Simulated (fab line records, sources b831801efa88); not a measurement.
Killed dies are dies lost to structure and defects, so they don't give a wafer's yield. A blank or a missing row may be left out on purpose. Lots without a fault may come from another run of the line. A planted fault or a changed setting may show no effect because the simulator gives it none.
Chamber matching | flow sky130 | SKY_VIA3_CMP_02 on cmp-01: 4 sister chambers
The step polishes SiO2. 14 wafers are shown with their chamber, then 7 later ones without.

WAFERS WITH THEIR CHAMBER
wafer  | chamber | motor_current_A (A)
L590.1 | 1       | 11.3
L590.2 | 3       | 16.2
L590.3 | 2       | 10.7
L593.2 | 0       | 14.3
L593.4 | 2       | 10.7
L593.6 | 2       | 11.0
L594.4 | 0       | 14.2
L594.5 | 1       | 11.7
L594.6 | 2       | 10.6
L600.1 | 3       | 15.3
L600.2 | 2       | 10.8
L600.6 | 0       | 13.8
L605.3 | 0       | 14.2
L605.4 | 3       | 15.4

SIGNATURES (means of the wafers above)
reading         | chamber 0 | chamber 1 | chamber 2 | chamber 3 | scatter within a chamber
motor_current_A | 14.125    | 11.500    | 10.760    | 15.633    | 0.284
Rule: a wafer's distance from a chamber is the root of the sum, over the readings, of the square of ((its reading less the chamber's mean) divided by the reading's scatter). The wafer belongs to the nearest chamber; if the next one is less than 2 further off, it can't be placed. The scatter: the root of (the sum of the squares of (reading less its chamber's mean) over the shown wafers, divided by (wafers less chambers)).

WAFERS WITHOUT THEIR CHAMBER
wafer  | motor_current_A (A)
L605.6 | 14.8
L606.2 | 15.9
L606.4 | 11.8
L606.6 | 11.4
L610.4 | 11.4
L610.5 | 13.6
L610.6 | 11.7

WHICH CHAMBER EACH WENT THROUGH
wafer  | from the rows above     | in truth
L605.6 | can't be placed: 0 or 3 | 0
L606.2 | 3                       | 3
L606.4 | 1                       | 1
L606.6 | can't be placed: 1 or 2 | 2
L610.4 | can't be placed: 1 or 2 | 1
L610.5 | 0                       | 0
L610.6 | 1                       | 1
Placed correctly: 4 of 7. Can't be placed from these rows: 3 (the true chamber is among the candidates in 3). Placed wrongly: 0.
